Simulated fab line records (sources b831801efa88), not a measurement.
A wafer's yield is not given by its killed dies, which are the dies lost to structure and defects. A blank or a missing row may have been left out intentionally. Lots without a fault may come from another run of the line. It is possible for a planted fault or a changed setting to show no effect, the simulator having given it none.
Which tool was responsible? ; flow gf180mcu ; 14 lots with 42 wafers sampled at 5 steps, on a route of 602 steps

WHAT THE GAUGES SHOWED, per wafer
GF_HV_LDD_TW_MEAS_38. Usual: HV_LDD_3_TW 1425, standard deviation 25.
lot;measured;on;HV_LDD_3_TW;flag
L258;day 12 01:01;film metro-03;1463 1459 1461;
L257;day 12 03:40;film metro-01;1421 1426 1422;
L259;day 12 10:13;film metro-02;1403 1399 1403;
L260;day 12 17:25;film metro-02;1406 1413 1397;
L262;day 13 03:52;film metro-01;1416 1417 1417;
L263;day 13 09:19;film metro-02;1393 1393 1387;
L264;day 13 19:28;film metro-03;1455 1454 1452;
L265;day 14 01:25;film metro-02;1396 1400 1401;
L266;day 14 08:22;film metro-01;1420 1411 1422;
L270;day 15 22:30;film metro-03;1457 1448 1446;
L272;day 16 14:20;film metro-01;1422 1426 1411;
L273;day 16 20:36;film metro-02;1398 1396 1400;
L279;day 19 12:44;film metro-02;1402 1395 1400;
L280;day 19 16:48;film metro-01;1430 1424 1430;

GF_HV_LDD_RS_MEAS_53: uses a four-point probe to measure. Usual: HV_LDD_RS 418.8 ohm/sq, standard deviation 0.85.
lot;measured;on;HV_LDD_RS (ohm/sq);flag
L258;day 12 20:17;film metro-02;420.8 419.3 421.2;
L257;day 12 23:29;film metro-03;417.2 418.4 417.2;
L259;day 13 06:35;film metro-03;419.2 419.2 418.8;
L260;day 13 13:53;film metro-01;418.0 418.5 418.7;
L262;day 14 00:48;film metro-03;418.6 418.5 419.4;
L263;day 14 06:08;film metro-03;418.6 419.2 419.1;
L264;day 14 16:29;film metro-01;417.5 417.6 419.1;
L265;day 14 22:37;film metro-02;418.2 418.2 417.3;
L266;day 15 05:38;film metro-03;420.2 419.2 419.1;
L270;day 16 21:23;film metro-02;419.3 418.9 420.4;
L272;day 17 13:26;film metro-03;- - -;OFF
L273;day 17 19:49;film metro-03;- - -;OFF
L279;day 20 12:47;film metro-03;418.6 419.5 419.7;
L280;day 20 17:41;film metro-02;416.9 418.4 416.8;

GF_HV_LDD_THK_MEAS_57. Usual: HV_LDD_CVD_56_THK 89.9 nm, standard deviation 0.67.
lot;measured;on;HV_LDD_CVD_56_THK (nm);flag
L258;day 12 22:53;film metro-01;88.9 89.1 89.2;
L257;day 13 02:32;film metro-03;90.0 89.8 89.5;
L259;day 13 09:13;film metro-03;90.2 90.1 89.8;
L260;day 13 17:16;film metro-01;90.0 90.6 91.1;
L262;day 14 03:50;film metro-01;89.6 88.8 89.3;
L263;day 14 09:29;film metro-01;88.7 89.3 89.3;
L264;day 14 19:50;film metro-03;89.8 89.7 89.8;
L265;day 15 01:14;film metro-03;90.7 90.4 90.7;
L266;day 15 08:16;film metro-02;89.7 89.1 89.7;
L270;day 17 00:44;film metro-03;90.4 90.2 90.0;
L272;day 17 16:02;film metro-03;90.2 90.3 90.4;
L273;day 17 22:30;film metro-01;90.4 89.8 89.5;
L279;day 20 15:25;film metro-01;90.4 91.3 91.3;
L280;day 20 20:19;film metro-01;89.7 89.4 90.3;

WHICH TOOL RAN EACH LOT (tool, then ch and the chambers of the sampled wafers, then the start)
lot;GF_HV_LDD_IMPLANT_35;GF_HV_LDD_STRIP_49
L258;implanter-02 ch 0, day 12 00:40;plasma asher-03 ch 0,1, day 12 19:59
L257;implanter-03 ch 0, day 12 03:16;plasma asher-01 ch 0, day 12 23:13
L259;implanter-02 ch 0, day 12 09:49;plasma asher-02 ch 0,1, day 13 06:19
L260;implanter-02 ch 0, day 12 17:01;plasma asher-01 ch 0,1, day 13 13:37
L262;implanter-02 ch 0, day 13 03:29;plasma asher-02 ch 0,1, day 14 00:31
L263;implanter-03 ch 0, day 13 08:55;plasma asher-01 ch 0,1, day 14 05:52
L264;implanter-01 ch 0, day 13 19:04;plasma asher-01 ch 0,1, day 14 16:13
L265;implanter-02 ch 0, day 14 01:02;plasma asher-03 ch 0,1, day 14 22:17
L266;implanter-01 ch 0, day 14 07:59;plasma asher-02 ch 0,1, day 15 05:20
L270;implanter-01 ch 0, day 15 22:05;plasma asher-02 ch 0, day 16 21:07
L272;implanter-03 ch 0, day 16 13:59;plasma asher-03 ch 0,1, day 17 13:08
L273;implanter-03 ch 0, day 16 20:12;plasma asher-02 ch 0,1, day 17 19:32
L279;implanter-02 ch 0, day 19 12:20;plasma asher-01 ch 0,1, day 20 12:26
L280;implanter-02 ch 0, day 19 16:24;plasma asher-03 ch 0,1, day 20 17:23
- GF_HV_LDD_IMPLANT_35
- GF_HV_LDD_STRIP_49: strips in O2/N2.

WHAT THE TOOLS THEMSELVES READ (means of the sampled wafers that have a number; where no wafer has one, the mark that the record gives instead)
GF_HV_LDD_STRIP_49. Usual: drypump motor current A 5.9 A, standard deviation 0.43; heater power w 310 W, standard deviation 12; oes product au 0.716 a.u., standard deviation 0.0045; strip time to endpoint s 12.63 s, standard deviation 0.039.
lot;tool;drypump motor current A (A);heater power w (W);oes product au (a.u.);strip time to endpoint s (s);flag
L258;plasma asher-03;6.4;305;0.714;12.65;
L257;plasma asher-01;6.0;292;0.716;12.59;
L259;plasma asher-02;5.5;324;0.717;12.63;
L260;plasma asher-01;5.7;297;0.720;12.62;
L262;plasma asher-02;5.6;323;0.716;12.67;
L263;plasma asher-01;5.7;302;0.714;12.63;
L264;plasma asher-01;5.7;304;0.717;12.62;
L265;plasma asher-03;6.1;314;0.717;12.61;
L266;plasma asher-02;5.4;321;0.721;12.70;
L270;plasma asher-02;5.2;315;0.717;12.63;
L272;plasma asher-03;6.1;308;0.713;12.63;
L273;plasma asher-02;5.4;315;0.717;12.67;
L279;plasma asher-01;5.8;297;0.714;12.60;
L280;plasma asher-03;6.1;309;0.713;12.60;

THE ANSWER, worked out from the rows above alone
Rule: a lot is off if the mean of its wafers that have a number lies more than 3 standard deviations from the usual mean. A lot without any number at a reading at which 4 lots or more have one is off too. Where the step has rows for the other lots, those lots are counted as sound. The gauges are gone through in route order, then the tools' own readings, and for those a lot's mean is taken as printed above. At the first step where some lot is off, the reading lying furthest off is the one used; lots without a number count as furthest.
Off: L272, L273, at GF_HV_LDD_RS_MEAS_53 (HV_LDD_RS). Without a number there: L272, L273.
If a tool, at a process step before that reading, ran all the lots that are off and no sound lot after the first of them, it fits. Gauges at GF_HV_LDD_RS_MEAS_53: tried the same way as those tools. One fits: GF_HV_LDD_IMPLANT_35 on implanter-03. A fault onset in the window from L263 (day 13 08:55, its last sound lot) to L272 (day 16 13:59, its first lot off) fits.

WHAT THE SIMULATOR HAD INSERTED
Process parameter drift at GF_HV_LDD_IMPLANT_35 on implanter-03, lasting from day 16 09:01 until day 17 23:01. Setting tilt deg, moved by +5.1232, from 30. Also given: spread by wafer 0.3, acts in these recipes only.
Shown lots that were struck: L272, L273. Same finding as the rule above.
